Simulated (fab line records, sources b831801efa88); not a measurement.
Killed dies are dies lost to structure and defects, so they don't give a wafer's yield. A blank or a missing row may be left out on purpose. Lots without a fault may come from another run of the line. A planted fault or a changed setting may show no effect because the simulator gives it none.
fab line records | flow sky130
record lots=11 wafers=33 last_day=50
route steps=708 shown LDD_HVP@285 POLY_CUT@316 SD_P@324 RES_XHIGH@341 PAD_OPEN@708
lots that met no fault: from a run of the same line without faults
start_h: hours from the record's first day to the start of the lot's first wafer shown | wait_h: hours since the lot's step before | " the same as in the row above | L1.1+2: a row that stands for several wafers | - no value, or no start given | * or withheld: withheld | < > ~ a bound
route shown NAME@n: a module of which the file shows steps, and the number in the route of the first | usual: mean/standard deviation of fault-free wafers | same: alike in all rows | chamber/n: place in a boat | sites: the reading at each site | _std_site: their standard deviation | _edge_site: outer sites' mean less inner sites' | radius_mm: how far each site lies from the wafer's centre | mask NAME#n: copy n | behind: the tool/chamber that last shaped the wafer | hold: why the lot was held/for how many hours/how that ended | device: the transistor (n, p or np) that didn't switch | end of line: the same wafers' tests at the end of the route | a step without rows: its recipe alone | killed: dies lost to structure and defects at the first sort, not the wafer's yield | map: a wafer's dies, x killed, . not, _ none there
set.NAME: the setting as run; set.NAME@STEP: as run at that earlier step | model.NAME: the simulator's own value behind a step, which no gauge read
steps of the route over a sample of lots; a table a step, a row a wafer
services: from which hour (start_h, from the record's first day; less than 0 if before it) a tool's chamber was out of use, for how many hours, and why
## steps
# step SKY_LDD_HVP_OVL_MEAS_07
# usual LDD_HVP_OVL=-0.2/1.5
# columns lot.wafer tool chamber start_h wait_h LDD_HVP_OVL[nm]
L391.1 overlay-02 - 493.63 0.1 0.1
L391.4 " - " " -0.6
L391.6 " - " " 0.4
L392.2 overlay-01 - 501.31 0.1 0.4
L392.5 " - " " 0.1
L392.6 " - " " -0.7
L394.2 overlay-01 - 518.98 0.1 -5.0
L394.4 " - " " -2.7
L394.6 " - " " -4.2
L397.1 overlay-02 - 556.28 0.1 -0.6
L397.5 " - " " -0.5
L397.6 " - " " -0.9
L403.3 overlay-01 - 603.29 0.1 0.4
L403.4 " - " " 0.0
L403.5 " - " " -0.5
L405.1 overlay-02 - 612.70 0.1 2.4
L405.2 " - " " 1.2
L405.3 " - " " 1.9
L406.2 overlay-02 - 621.85 0.1 1.9
L406.5 " - " " -0.2
L406.6 " - " " -0.7
L408.1 overlay-01 - 639.13 0.1 -1.2
L408.3 " - " " 0.1
L408.5 " - " " 0.3
L410.3 overlay-02 - 657.54 0.1 1.0
L410.5 " - " " 0.0
L410.6 " - " " 0.7
L411.1 overlay-01 - 659.10 0.1 0.7
L411.2 " - " " -0.4
L411.6 " - " " 1.8
L413.1 overlay-02 - 686.41 0.1 -0.3
L413.2 " - " " 0.1
L413.5 " - " " 0.0
# step SKY_POLY_CUT_OVL_MEAS_09
# usual POLY_CUT_OVL=-1/5.4
# columns lot.wafer tool chamber start_h wait_h POLY_CUT_OVL[nm]
L391.1 overlay-01 - 556.16 0.1 -4
L391.4 " - " " 7
L391.6 " - " " 0
L392.2 overlay-01 - 563.87 0.1 -3
L392.5 " - " " 4
L392.6 " - " " 9
L394.2 overlay-01 - 580.67 0.1 6
L394.4 " - " " 8
L394.6 " - " " 2
L397.1 overlay-01 - 616.62 0.1 -11
L397.5 " - " " -9
L397.6 " - " " -5
L403.3 overlay-02 - 663.94 0.1 4
L403.4 " - " " 8
L403.5 " - " " -1
L405.1 overlay-02 - 672.66 0.1 -1
L405.2 " - " " -2
L405.3 " - " " -7
L406.2 overlay-02 - 681.51 0.1 -6
L406.5 " - " " 0
L406.6 " - " " -5
L408.1 overlay-01 - 697.47 0.1 -6
L408.3 " - " " -1
L408.5 " - " " -3
L411.1 overlay-02 - 722.46 0.1 -10
L411.2 " - " " -5
L411.6 " - " " 2
L410.3 overlay-02 - 722.82 0.1 -3
L410.5 " - " " 9
L410.6 " - " " 2
L413.1 overlay-02 - 746.11 0.1 -12
L413.2 " - " " 8
L413.5 " - " " -5
# step SKY_POLY_CUT_ETCH_10
# recipe chemistry=N2/H2 target=BARC ion_energy_ev=200 source_w=500 bias_w=100 pressure_mtorr=30 n2_flow_sccm=100 h2_flow_sccm=200 stop_on=SiO2 time_s=45.9 target_depth_a=600
# usual drypump_motor_current_A=5.6/0.41 oes_product_au=0.855/0.004 rf_fwd_power_W=495.0/1.9 throttle_valve_pct=13.225/0.0096
# columns lot.wafer tool chamber start_h wait_h drypump_motor_current_A oes_product_au rf_fwd_power_W rf_hours_counter_h throttle_valve_pct
L391.1 rie_diel-02 3 556.19 0.0 6.1 0.857 494.7 11 13.233
L391.4 " 0 " " 5.7 0.855 496.7 66 13.220
L391.6 " 0 " " 5.7 0.857 495.5 - 13.218
L392.2 rie_diel-04 1 563.90 0.0 5.1 0.849 495.6 8 13.227
L392.5 " 0 " " 5.6 0.858 496.5 - 13.213
L392.6 " 1 " " 5.2 0.856 495.7 - 13.227
L394.2 rie_diel-02 3 580.70 0.0 6.2 0.857 496.7 11 13.220
L394.4 " 2 " " 6.0 0.859 491.9 12 13.222
L394.6 " 2 " " 6.0 0.854 492.9 - 13.217
L397.1 rie_diel-01 2 616.65 0.0 5.6 0.854 494.7 9 13.216
L397.5 " 1 " " 4.9 0.857 498.3 - 13.220
L397.6 " 2 " " 5.6 0.851 492.2 - 13.214
L403.3 rie_diel-02 2 663.96 0.0 6.0 0.865 490.9 13 13.213
L403.4 " 1 " " 6.5 0.846 496.8 7 13.214
L403.5 " 3 " " 6.1 0.860 497.5 - 13.229
L405.1 rie_diel-02 3 672.69 0.0 6.1 0.853 497.4 13 13.213
L405.2 " 1 " " 6.4 0.859 499.2 7 13.246
L405.3 " 2 " " 6.0 0.860 491.7 13 13.207
L406.2 rie_diel-01 3 681.54 0.0 5.5 0.849 495.6 6 13.211
L406.5 " 3 " " 5.6 0.854 496.1 - 13.230
L406.6 " 0 " " 5.6 0.860 492.7 - 13.240
L408.1 rie_diel-04 1 697.50 0.0 5.2 0.859 496.1 11 13.240
L408.3 " 3 " " 5.2 0.853 496.0 3 13.233
L408.5 " 1 " " 5.1 0.853 497.3 - 13.217
L411.1 rie_diel-02 2 722.49 0.0 6.0 0.852 493.3 14 13.227
L411.2 " 3 " " 6.1 0.864 494.2 14 13.226
L411.6 " 3 " " 6.1 0.853 496.0 - 13.229
L410.3 rie_diel-04 3 722.84 0.0 5.2 0.852 493.9 3 13.236
L410.5 " 0 " " 5.6 0.856 496.2 - 13.237
L410.6 " 3 " " 5.2 0.856 496.8 - 13.232
L413.1 rie_diel-02 1 746.14 0.0 6.5 0.853 496.9 9 13.240
L413.2 " 0 " " 5.6 0.860 494.3 2 13.219
L413.5 " 2 " " 6.0 0.860 493.3 - 13.217
# step SKY_SD_P_EXPOSE_04
# recipe mask_id=PSDM na=0.6 source_shape=conventional sigma_outer=0.6 polarization=unpolarized target_cd_nm=380 dose_mj=138
# columns lot.wafer tool chamber start_h wait_h mask
L391.1+4+6 iline_stepper-02 0 571.09 - PSDM#0
L392.2+5+6 iline_stepper-01 0 579.03 - PSDM#0
L394.2+4+6 iline_stepper-01 0 595.44 - PSDM#0
L397.1+5+6 iline_stepper-02 0 631.16 - URPM#0
L403.3+4+5 iline_stepper-02 0 678.72 - PSDM#0
L405.1+2+3 iline_stepper-02 0 686.70 - PSDM#0
L406.2+5+6 iline_stepper-01 0 696.02 - PSDM#0
L408.1+3+5 iline_stepper-02 0 711.59 - PSDM#0
L411.1+2+6 iline_stepper-01 0 737.16 - PSDM#0
L410.3+5+6 iline_stepper-02 0 737.44 - PSDM#0
L413.1+2+5 iline_stepper-01 0 759.75 - PSDM#0
# step SKY_SD_P_CD_MEAS_07
# recipe target_cd_nm=380
# usual cd_nm=379.2/2.6
# columns lot.wafer tool chamber start_h wait_h cd_nm
L391.1 cd_sem-02 - 585.61 0.1 382.3
L391.4 " - " " 380.8
L391.6 " - " " 381.1
L392.2 cd_sem-01 - 593.32 0.1 380.9
L392.5 " - " " 379.2
L392.6 " - " " 383.3
L394.2 cd_sem-01 - 610.06 0.1 377.3
L394.4 " - " " 379.9
L394.6 " - " " 379.2
L397.1 cd_sem-01 - 645.85 0.1 -
L397.5 " - " " -
L397.6 " - " " -
L403.3 cd_sem-02 - 692.59 0.1 380.6
L403.4 " - " " 380.9
L403.5 " - " " 379.7
L405.1 cd_sem-01 - 701.05 0.1 376.7
L405.2 " - " " 376.2
L405.3 " - " " 375.4
L406.2 cd_sem-02 - 709.27 0.1 381.4
L406.5 " - " " 378.8
L406.6 " - " " 381.8
L408.1 cd_sem-02 - 725.76 0.1 380.9
L408.3 " - " " 380.1
L408.5 " - " " 381.9
L411.1 cd_sem-01 - 750.05 0.1 377.4
L411.2 " - " " 377.9
L411.6 " - " " 377.6
L410.3 cd_sem-01 - 750.39 0.1 377.6
L410.5 " - " " 378.2
L410.6 " - " " 378.0
L413.1 cd_sem-01 - 773.40 0.1 377.4
L413.2 " - " " 376.9
L413.5 " - " " 377.0
# step SKY_SD_P_TW_MEAS_11
# usual SD_P_TW=2829/32
# columns lot.wafer tool chamber start_h wait_h SD_P_TW
L391.1 film_metro-04 - 586.01 0.1 2860
L391.4 " - " " 2863
L391.6 " - " " 2871
L392.2 film_metro-01 - 593.71 0.1 2841
L392.5 " - " " 2860
L392.6 " - " " 2850
L394.2 film_metro-03 - 610.45 0.1 2801
L394.4 " - " " 2791
L394.6 " - " " 2784
L397.1 film_metro-04 - 646.25 0.1 31
L397.5 " - " " 30
L397.6 " - " " 30
L403.3 film_metro-03 - 692.97 0.1 2818
L403.4 " - " " 2808
L403.5 " - " " 2809
L405.1 film_metro-03 - 701.45 0.1 2789
L405.2 " - " " 2816
L405.3 " - " " 2800
L406.2 film_metro-03 - 709.66 0.1 2799
L406.5 " - " " 2797
L406.6 " - " " 2789
L408.1 film_metro-03 - 726.16 0.1 2782
L408.3 " - " " 2780
L408.5 " - " " 2788
L411.1 film_metro-03 - 750.45 0.1 2797
L411.2 " - " " 2800
L411.6 " - " " 2808
L410.3 film_metro-04 - 750.92 0.1 2843
L410.5 " - " " 2874
L410.6 " - " " 2857
L413.1 film_metro-01 - 773.80 0.1 2844
L413.2 " - " " 2867
L413.5 " - " " 2859
# step SKY_RES_XHIGH_TW_MEAS_09
# usual RES_XHIGH_TW=1646/15
# columns lot.wafer tool chamber start_h wait_h RES_XHIGH_TW
L391.1 film_metro-04 - 615.20 0.1 1643
L391.4 " - " " 1652
L391.6 " - " " 1656
L392.2 film_metro-03 - 622.84 0.1 1624
L392.5 " - " " 1633
L392.6 " - " " 1627
L394.2 film_metro-01 - 639.69 0.1 1651
L394.4 " - " " 1650
L394.6 " - " " 1641
L397.1 film_metro-03 - 675.83 0.1 2881
L397.5 " - " " 2878
L397.6 " - " " 2878
L403.3 film_metro-01 - 720.03 0.1 1652
L403.4 " - " " 1657
L403.5 " - " " 1651
L405.1 film_metro-01 - 729.16 0.1 1664
L405.2 " - " " 1664
L405.3 " - " " 1658
L406.2 film_metro-01 - 737.84 0.1 1649
L406.5 " - " " 1672
L406.6 " - " " 1660
L408.1 film_metro-03 - 754.23 0.1 1625
L408.3 " - " " 1618
L408.5 " - " " 1616
L411.1 film_metro-04 - 778.07 0.2 1667
L411.2 " - " " 1652
L411.6 " - " " 1658
L410.3 film_metro-03 - 778.42 0.1 1612
L410.5 " - " " 1618
L410.6 " - " " 1621
L413.1 film_metro-04 - 799.90 0.1 1649
L413.2 " - " " 1655
L413.5 " - " " 1658
# step SKY_PAD_OPEN_PROBE_99
# usual killed_at_M0_to_M3=42/7.4 killed_at_M4_up=3.3/2.1 killed_at_contacts=24/5.3 killed_at_front_end=15/4.5 killed_at_other=0.3/0.57 killed_dies=84/10 killed_on_rim=17/3.8 killed_open=46/7.5 killed_short=38/6.4
# same gross_dies=492 killed_at_back_side=0
# columns lot.wafer tool chamber start_h wait_h killed_at_M0_to_M3 killed_at_M4_up killed_at_contacts killed_at_front_end killed_at_other killed_dies killed_on_rim killed_open killed_short
L391.1 prober-02 - 1070.48 0.1 36 2 17 13 1 69 13 28 40
L391.4 prober-02 - 1070.63 0.2 39 4 16 17 1 77 14 49 28
L391.6 prober-02 - 1070.73 0.2 41 3 25 11 1 81 14 39 39
L392.2 prober-01 - 1075.64 0.1 39 1 28 12 0 80 14 49 31
L392.5 prober-01 - 1075.79 0.2 50 9 30 19 0 108 20 59 48
L392.6 prober-01 - 1075.84 0.2 43 3 25 14 0 85 22 53 32
L394.2 prober-01 - 1091.30 0.1 45 0 26 18 1 90 23 48 42
L394.4 prober-01 - 1091.40 0.2 46 5 20 15 0 86 19 44 40
L394.6 prober-01 - 1091.50 0.2 55 5 20 15 0 95 17 59 36
L397.1 prober-02 - 1115.03 0.1 27 1 22 442 0 492 96 43 21
L397.5 prober-02 - 1115.23 0.2 36 1 19 436 0 492 96 39 36
L397.6 prober-02 - 1115.28 0.2 46 2 21 423 0 492 96 58 30
L403.3 prober-02 - 1147.51 0.2 51 3 27 15 0 96 13 54 42
L403.4 prober-02 - 1147.56 0.2 51 0 24 18 0 93 15 47 46
L403.5 prober-02 - 1147.61 0.2 68 1 27 11 0 107 16 60 47
L405.1 prober-01 - 1155.06 0.1 60 3 27 11 0 101 17 64 36
L405.2 prober-01 - 1155.11 0.1 52 2 19 15 0 88 14 39 49
L405.3 prober-01 - 1155.16 0.2 33 3 26 10 1 73 16 40 33
L406.2 prober-02 - 1160.46 0.1 41 2 16 10 0 69 10 34 35
L406.5 prober-02 - 1160.61 0.2 48 6 25 9 0 88 13 54 34
L406.6 prober-02 - 1160.66 0.2 47 3 25 12 0 87 20 46 41
L408.1 prober-02 - 1170.27 0.1 38 0 33 10 0 81 15 48 33
L408.3 prober-02 - 1170.37 0.2 44 2 28 12 2 88 18 47 40
L408.5 prober-02 - 1170.47 0.2 48 6 24 11 0 89 20 42 46
L411.1 prober-01 - 1183.78 0.1 41 2 22 11 0 76 17 35 41
L411.2 prober-01 - 1183.83 0.1 51 3 31 10 2 97 23 49 48
L411.6 prober-01 - 1184.03 0.2 39 3 23 16 0 81 20 38 43
L410.3 prober-01 - 1185.76 0.2 50 1 23 15 0 89 13 49 40
L410.5 prober-01 - 1185.86 0.2 34 2 15 18 0 69 13 32 37
L410.6 prober-01 - 1185.91 0.2 37 3 18 17 0 75 17 43 32
L413.1 prober-01 - 1196.08 0.1 38 1 22 16 0 77 15 47 30
L413.2 prober-01 - 1196.13 0.1 37 3 22 12 0 74 13 38 36
L413.5 prober-01 - 1196.28 0.2 43 3 39 15 1 101 16 55 46
# killed by level:class
L391.1 VIA1:geometric_particle:short=8 CONTACT:geometric_particle:short=6 FIELD_ISO:geometric_particle:short=5 VIA2:geometric_particle:open=5 VIA1:geometric_particle:open=5 METAL3:geometric_particle:short=4 LI_CONTACT:geometric_particle:open=3 LOCAL_INTERCONNECT:geometric_particle:short=3
L391.4 VIA3:geometric_particle:open=9 VIA1:geometric_particle:open=8 LI_CONTACT:geometric_particle:open=7 VIA2:geometric_particle:open=7 FIELD_ISO:geometric_particle:open=6 CONTACT:geometric_particle:open=4 POLY_GATE:geometric_particle:open=4 LOCAL_INTERCONNECT:geometric_particle:short=4
L391.6 CONTACT:geometric_particle:open=7 CONTACT:geometric_particle:short=7 METAL1:geometric_particle:short=7 LI_CONTACT:geometric_particle:open=6 VIA1:geometric_particle:open=6 VIA2:geometric_particle:open=6 VIA3:geometric_particle:open=5 METAL2:geometric_particle:short=5
L392.2 VIA1:geometric_particle:open=13 CONTACT:geometric_particle:open=11 LOCAL_INTERCONNECT:geometric_particle:short=6 VIA2:geometric_particle:open=6 METAL2:geometric_particle:short=5 FIELD_ISO:geometric_particle:open=4 VIA3:geometric_particle:open=4 FIELD_ISO:geometric_particle:short=3
L392.5 CONTACT:geometric_particle:open=11 VIA3:geometric_particle:open=11 LI_CONTACT:geometric_particle:open=10 METAL2:geometric_particle:short=9 VIA1:geometric_particle:open=6 VIA2:geometric_particle:open=6 VIA3:geometric_particle:short=6 LOCAL_INTERCONNECT:geometric_particle:short=5
L392.6 VIA1:geometric_particle:open=11 LI_CONTACT:geometric_particle:open=10 VIA3:geometric_particle:open=6 CONTACT:geometric_particle:open=6 FIELD_ISO:geometric_particle:open=5 METAL1:geometric_particle:short=5 METAL2:geometric_particle:short=5 LOCAL_INTERCONNECT:geometric_particle:short=4
L394.2 VIA2:geometric_particle:open=12 VIA1:geometric_particle:open=9 CONTACT:geometric_particle:open=9 CONTACT:geometric_particle:short=7 METAL2:geometric_particle:short=6 LOCAL_INTERCONNECT:geometric_particle:short=5 FIELD_ISO:geometric_particle:open=4 POLY_GATE:geometric_particle:short=4
L394.4 VIA1:geometric_particle:open=12 VIA2:geometric_particle:open=6 CONTACT:geometric_particle:open=5 LI_CONTACT:geometric_particle:short=4 LOCAL_INTERCONNECT:geometric_particle:short=4 METAL1:geometric_particle:open=4 CONTACT:geometric_particle:short=4 METAL1:geometric_particle:short=4
L394.6 VIA1:geometric_particle:open=15 VIA2:geometric_particle:open=10 CONTACT:geometric_particle:open=8 METAL2:geometric_particle:short=6 LI_CONTACT:geometric_particle:open=5 VIA1:geometric_particle:short=5 VIA3:geometric_particle:open=5 VIA3:geometric_particle:short=4
L397.1 SD_P:area_expose=428 VIA1:geometric_particle:open=8 CONTACT:geometric_particle:open=7 LI_CONTACT:geometric_particle:open=6 VIA2:geometric_particle:open=6 VIA3:geometric_particle:open=6 POLY_GATE:geometric_particle:short=5 POLY_GATE:geometric_particle:open=4
L397.5 SD_P:area_expose=415 VIA2:geometric_particle:open=9 CONTACT:geometric_particle:open=9 VIA1:geometric_particle:open=8 FIELD_ISO:geometric_particle:short=5 POLY_GATE:geometric_particle:short=5 METAL3:geometric_particle:short=5 FIELD_ISO:geometric_particle:open=4
L397.6 SD_P:area_expose=404 VIA1:geometric_particle:open=14 VIA3:geometric_particle:open=9 FIELD_ISO:geometric_particle:open=8 LI_CONTACT:geometric_particle:open=7 CONTACT:geometric_particle:open=7 VIA3:geometric_particle:short=6 CONTACT:geometric_particle:short=5
L403.3 CONTACT:geometric_particle:open=10 VIA1:geometric_particle:open=9 VIA3:geometric_particle:open=7 METAL1:geometric_particle:short=7 LI_CONTACT:geometric_particle:open=6 VIA2:geometric_particle:open=6 METAL2:geometric_particle:short=6 CONTACT:geometric_particle:short=5
L403.4 VIA1:geometric_particle:open=12 METAL1:geometric_particle:short=10 FIELD_ISO:geometric_particle:open=8 LI_CONTACT:geometric_particle:short=7 VIA2:geometric_particle:open=7 VIA3:geometric_particle:open=4 LI_CONTACT:geometric_particle:open=4 CONTACT:geometric_particle:short=4
L403.5 VIA1:geometric_particle:open=17 METAL1:geometric_particle:short=11 LI_CONTACT:geometric_particle:open=10 VIA2:geometric_particle:open=8 CONTACT:geometric_particle:open=7 VIA1:geometric_particle:short=6 LOCAL_INTERCONNECT:geometric_particle:short=6 METAL2:geometric_particle:short=6
L405.1 VIA3:geometric_particle:open=15 VIA1:geometric_particle:open=13 CONTACT:geometric_particle:open=9 METAL2:geometric_particle:short=8 LI_CONTACT:geometric_particle:open=7 METAL1:geometric_particle:short=7 VIA2:geometric_particle:open=5 FIELD_ISO:geometric_particle:short=4
L405.2 LI_CONTACT:geometric_particle:open=8 METAL1:geometric_particle:short=8 VIA2:geometric_particle:short=7 VIA3:geometric_particle:open=6 VIA1:geometric_particle:open=6 METAL2:geometric_particle:short=6 FIELD_ISO:geometric_particle:short=5 VIA1:geometric_particle:short=5
L405.3 LI_CONTACT:geometric_particle:open=10 CONTACT:geometric_particle:open=8 VIA1:geometric_particle:open=6 METAL2:geometric_particle:short=6 LOCAL_INTERCONNECT:geometric_particle:short=5 VIA3:geometric_particle:open=5 VIA1:geometric_particle:short=4 FIELD_ISO:geometric_particle:short=3
L406.2 VIA1:geometric_particle:open=12 VIA2:geometric_particle:open=7 METAL1:geometric_particle:short=5 FIELD_ISO:geometric_particle:short=4 CONTACT:geometric_particle:open=4 VIA3:geometric_particle:open=4 VIA1:geometric_particle:short=4 LI_CONTACT:geometric_particle:short=3
L406.5 VIA1:geometric_particle:open=14 CONTACT:geometric_particle:open=9 VIA3:geometric_particle:open=8 VIA1:geometric_particle:short=7 CONTACT:geometric_particle:short=5 METAL2:geometric_particle:short=5 VIA2:geometric_particle:open=5 POLY_GATE:geometric_particle:open=4
L406.6 VIA1:geometric_particle:open=14 CONTACT:geometric_particle:open=11 VIA3:geometric_particle:short=6 VIA1:geometric_particle:short=5 CONTACT:geometric_particle:short=5 METAL3:geometric_particle:short=5 LI_CONTACT:geometric_particle:short=4 LI_CONTACT:geometric_particle:open=4
L408.1 VIA1:geometric_particle:open=13 CONTACT:geometric_particle:open=12 LI_CONTACT:geometric_particle:open=6 LI_CONTACT:geometric_particle:short=6 METAL1:geometric_particle:short=5 VIA3:geometric_particle:open=5 FIELD_ISO:geometric_particle:short=4 LOCAL_INTERCONNECT:geometric_particle:open=4
L408.3 VIA1:geometric_particle:open=10 CONTACT:geometric_particle:open=8 VIA2:geometric_particle:open=8 LOCAL_INTERCONNECT:geometric_particle:short=6 LI_CONTACT:geometric_particle:short=5 FIELD_ISO:geometric_particle:open=5 LI_CONTACT:geometric_particle:open=5 VIA1:geometric_particle:short=5
L408.5 VIA1:geometric_particle:open=9 METAL2:geometric_particle:short=9 CONTACT:geometric_particle:open=8 METAL1:geometric_particle:short=8 LI_CONTACT:geometric_particle:open=6 VIA1:geometric_particle:short=6 CONTACT:geometric_particle:short=5 VIA3:geometric_particle:open=5
L411.1 CONTACT:geometric_particle:open=9 METAL2:geometric_particle:short=7 CONTACT:geometric_particle:short=6 VIA1:geometric_particle:open=6 VIA3:geometric_particle:open=6 METAL3:geometric_particle:short=6 FIELD_ISO:geometric_particle:short=5 LI_CONTACT:geometric_particle:open=5
L411.2 CONTACT:geometric_particle:open=11 VIA3:geometric_particle:open=9 VIA1:geometric_particle:open=8 METAL3:geometric_particle:short=8 LI_CONTACT:geometric_particle:open=7 LOCAL_INTERCONNECT:geometric_particle:short=6 CONTACT:geometric_particle:short=5 METAL1:geometric_particle:short=5
L411.6 LI_CONTACT:geometric_particle:open=7 FIELD_ISO:geometric_particle:open=6 VIA1:geometric_particle:open=6 METAL3:geometric_particle:short=6 CONTACT:geometric_particle:open=5 CONTACT:geometric_particle:short=5 VIA1:geometric_particle:short=5 METAL2:geometric_particle:short=5
L410.3 VIA1:geometric_particle:open=14 VIA2:geometric_particle:open=7 FIELD_ISO:geometric_particle:open=6 LI_CONTACT:geometric_particle:open=6 CONTACT:geometric_particle:open=6 METAL1:geometric_particle:short=6 VIA2:geometric_particle:short=6 METAL2:geometric_particle:short=5
L410.5 VIA1:geometric_particle:short=8 VIA1:geometric_particle:open=6 FIELD_ISO:geometric_particle:short=5 VIA3:geometric_particle:open=4 POLY_GATE:geometric_particle:short=4 CONTACT:geometric_particle:open=4 VIA2:geometric_particle:open=4 FIELD_ISO:geometric_particle:open=3
L410.6 VIA1:geometric_particle:open=12 CONTACT:geometric_particle:open=7 METAL3:geometric_particle:short=5 POLY_GATE:geometric_particle:open=5 VIA2:geometric_particle:open=5 LI_CONTACT:geometric_particle:open=4 METAL1:geometric_particle:short=4 VIA2:geometric_particle:short=4
L413.1 VIA1:geometric_particle:open=16 CONTACT:geometric_particle:open=10 FIELD_ISO:geometric_particle:short=5 VIA2:geometric_particle:open=5 LI_CONTACT:geometric_particle:open=4 VIA3:geometric_particle:open=4 FIELD_ISO:geometric_particle:open=3 POLY_GATE:geometric_particle:short=3
L413.2 VIA1:geometric_particle:open=10 CONTACT:geometric_particle:open=7 FIELD_ISO:geometric_particle:short=6 METAL2:geometric_particle:short=6 CONTACT:geometric_particle:short=5 LI_CONTACT:geometric_particle:open=4 VIA3:geometric_particle:open=4 VIA2:geometric_particle:open=4
L413.5 CONTACT:geometric_particle:open=15 VIA1:geometric_particle:open=13 LI_CONTACT:geometric_particle:open=9 POLY_GATE:geometric_particle:short=7 VIA1:geometric_particle:short=7 METAL1:geometric_particle:short=6 LOCAL_INTERCONNECT:geometric_particle:short=5 CONTACT:geometric_particle:short=5
## services
# columns tool chamber start_h hours kind
iline_stepper-02 0 538.34 - calibration
iline_stepper-01 - 549.96 1.7 pm
rie_diel-02 2 569.20 1.6 repair
iline_stepper-01 0 571.09 - calibration
iline_stepper-02 - 571.78 6.2 repair
iline_stepper-02 - 601.36 10.4 repair
rie_diel-04 - 604.55 1.0 repair
rie_diel-01 0 607.92 13.9 repair
rie_diel-01 3 608.68 4.2 repair
iline_stepper-02 - 611.75 1.7 pm
rie_diel-02 0 616.63 - clean
rie_diel-02 0 616.63 21.9 scheduled_down
rie_diel-02 0 616.63 21.9 vent_cycle
rie_diel-01 0 622.67 9.8 repair
rie_diel-04 - 631.94 0.4 repair
rie_diel-01 3 634.01 9.6 repair
iline_stepper-02 - 634.35 8.9 pm
rie_diel-04 - 645.28 2.8 pm
rie_diel-04 - 654.56 10.0 pm
rie_diel-01 0 675.83 2.0 repair
iline_stepper-02 - 683.11 2.1 pm
iline_stepper-02 - 685.19 - consumable_replace:lamp
rie_diel-02 2 687.70 9.9 repair
iline_stepper-02 - 731.56 4.4 pm
## key
first_sign step=SKY_SD_P_EXPOSE_04 reading=mask direction=changed
effect step=SKY_SD_P_CD_MEAS_07 reading=cd_nm direction=missing
effect step=SKY_SD_P_TW_MEAS_11 reading=SD_P_TW direction=down sigmas=87 usual=2829 struck=30
effect step=SKY_RES_XHIGH_TW_MEAS_09 reading=RES_XHIGH_TW direction=up sigmas=80 usual=1646 struck=2879
effect step=SKY_PAD_OPEN_PROBE_99 reading=killed_at_front_end direction=up sigmas=94 usual=15 struck=434
more_kills_born_at SKY_SD_P_EXPOSE_04@iline_stepper-02=1247
met_at SKY_SD_P_EXPOSE_04
struck_lots L397
tester_left_out L397
not_acting_at SKY_LDD_HVP_OVL_MEAS_07,SKY_POLY_CUT_OVL_MEAS_09,SKY_POLY_CUT_ETCH_10
onset_between 571.09 631.16
fault kind=wrong_mask tool=any chamber=- onset_h=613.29 steps=SKY_SD_P_EXPOSE_04 aux_copy=URPM#0 scope=struck_lots_only
# tester_left_out: of these lots the tester's yield and bins aren't shown, on N5 and GAA mostly nor the transistor test; their killed dies are dies lost to structure and defects alone, not to doping, threshold or leakage, so they don't give the yield
